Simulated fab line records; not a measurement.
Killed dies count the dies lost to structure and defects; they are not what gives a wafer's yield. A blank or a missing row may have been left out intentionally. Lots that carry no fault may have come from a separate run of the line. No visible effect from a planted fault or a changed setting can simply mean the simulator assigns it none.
Lot-split experiment ; flow sfq_line ; route with 325 steps; 5 lots, 23 wafers read

## ABOUT THE SPLIT
At SFQ_TRILAYER_M5_LITHO_PEB_126 (peb time 60 s), the setting peb_time_s was moved away from the recipe's 60 s on 7 of the 23 wafers read, by -14.6% to -4.9%. This setting was run at the recipe's value on the other wafers.

## FROM THE SPLIT TO THE READING: what the file shows between them, 2 steps
- SFQ_TRILAYER_M5_LITHO_DEVELOP_125: time 60 s
- SFQ_TRILAYER_M5_BARC_OPEN_METAL_ETCH_161: etches BARC in O2, target depth 125 nm, time 43.07 s

## THE READING
M5.cd_nm (the simulator's own value, which no gauge read), in nm, at SFQ_TRILAYER_M5_ETCH_METAL_ETCH_126 (etches Nb in Cl2/BCl3, stops on SiO2, time 203.2 s, target depth 265 nm). The file gives no usual value for it. The 16 wafers here that ran the recipe average 699.3 nm, standard deviation 1.1 nm.

wafer;tool, chamber at the split;peb_time_s as run, s;against the recipe;M5.cd_nm, nm;against lot-mates on the recipe
L074.2;litho_track-01, 0;51.26;-14.6%;724.4;+25.2
L074.3;litho_track-01, 0;60;recipe;698.9;-
L074.4;litho_track-01, 0;60;recipe;700.5;-
L074.5;litho_track-01, 0;60;recipe;698.2;-
L074.6;litho_track-01, 0;51.26;-14.6%;726;+26.8
L076.2;litho_track-02, 0;55.61;-7.3%;712.7;+12.9
L076.3;litho_track-02, 0;60;recipe;701.3;-
L076.4;litho_track-02, 0;55.61;-7.3%;710;+10.2
L076.5;litho_track-02, 0;60;recipe;698.3;-
L076.6;litho_track-02, 0;55.61;-7.3%;711.5;+11.7
L080.2;litho_track-02, 0;60;recipe;699.7;-
L080.3;litho_track-02, 0;60;recipe;700.3;-
L080.6;litho_track-02, 0;60;recipe;699.2;-
L083.1;litho_track-02, 0;57.05;-4.9%;708.3;+8.7
L083.2;litho_track-02, 0;60;recipe;698.7;-
L083.5;litho_track-02, 0;60;recipe;698.7;-
L083.4;litho_track-02, 0;57.05;-4.9%;708;+8.4
L083.6;litho_track-02, 0;60;recipe;701.4;-
L084.1;litho_track-02, 0;60;recipe;698.6;-
L084.4;litho_track-02, 0;60;recipe;698.6;-
L084.3;litho_track-02, 0;60;recipe;697.8;-
L084.5;litho_track-02, 0;60;recipe;699.9;-
L084.6;litho_track-02, 0;60;recipe;699.2;-

THE FIT
A straight line over all 23 wafers: M5.cd_nm changes by -1.75 nm for each +1% of peb_time_s; r = -0.99; the points scatter about the line by 1.1 nm.
The same after taking each lot's own level away (the mean of its wafers on the recipe; 23 wafers): -1.74 nm for each +1%; r = -0.99; scatter 1.1 nm.
The reading moves by 25 nm for the largest change in peb_time_s, on that fit.
The lots' own levels span 698.82 to 699.80 nm, that is 0.9 times the standard deviation above.
The two slopes agree, so the slope changes little with the lot-to-lot level.
Check: +25.3 nm against its lot-mates is what the line predicts for one of the wafers moved furthest among these (-14.6%) when that wafer is left out of the fit. Against them it came out at +25.2 nm.

## THE OTHER SPLITS THESE WAFERS WENT THROUGH
These wafers also went through other splits before the reading. Each is held against what the fit with the lots' levels taken away leaves over:
other split on the same wafers;wafers away from the commonest value;r with M5.cd_nm (lot level and that fit taken away)
SFQ_TRILAYER_I2_VIA_BARC_OPEN_VIA_ETCH_096 source_w;9;-0.05
SFQ_TRILAYER_I2_VIA_ETCH_VIA_ETCH_070 bias_w;8;+0.14
SFQ_TRILAYER_M3_LITHO_COAT_075 spin_rpm;7;+0.04
SFQ_TRILAYER_M3_BARC_OPEN_METAL_ETCH_100 bias_w;11;-0.12
SFQ_TRILAYER_I3_VIA_LITHO_COAT_085 spin_rpm;9;-0.04
SFQ_TRILAYER_I3_VIA_BARC_OPEN_VIA_ETCH_121 source_w;9;-0.03
SFQ_TRILAYER_M4_DEP_SPUTTER_091 power_w;7;-0.09
SFQ_TRILAYER_M4_LITHO_COAT_093 resist_thk_nm;8;+0.28
SFQ_TRILAYER_I4_VIA_BARC_OPEN_VIA_ETCH_146 time_s;9;+0.07
SFQ_TRILAYER_JJ_CE_ETCH_RIE_118 icp_w;5;+0.01

## THE WHOLE CHAIN: every reading that the file lists as answering this split, in the file's order
step;what it does;reading;change (the file's fit);r (the file's)
SFQ_TRILAYER_M5_BARC_OPEN_METAL_ETCH_161;etches BARC in O2, target depth 125 nm, time 43.07 s;M5.cd_nm (the simulator's own value, which no gauge read);-1.6 nm for each +1% of the setting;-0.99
SFQ_TRILAYER_M5_ETCH_METAL_ETCH_126;etches Nb in Cl2/BCl3, stops on SiO2, time 203.2 s, target depth 265 nm;M5.cd_nm (the simulator's own value, which no gauge read);-1.74 nm for each +1% of the setting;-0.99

## THE FILE'S OWN FIT
M5.cd_nm changes by -1.74 nm for each +1% of peb_time_s, r = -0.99.
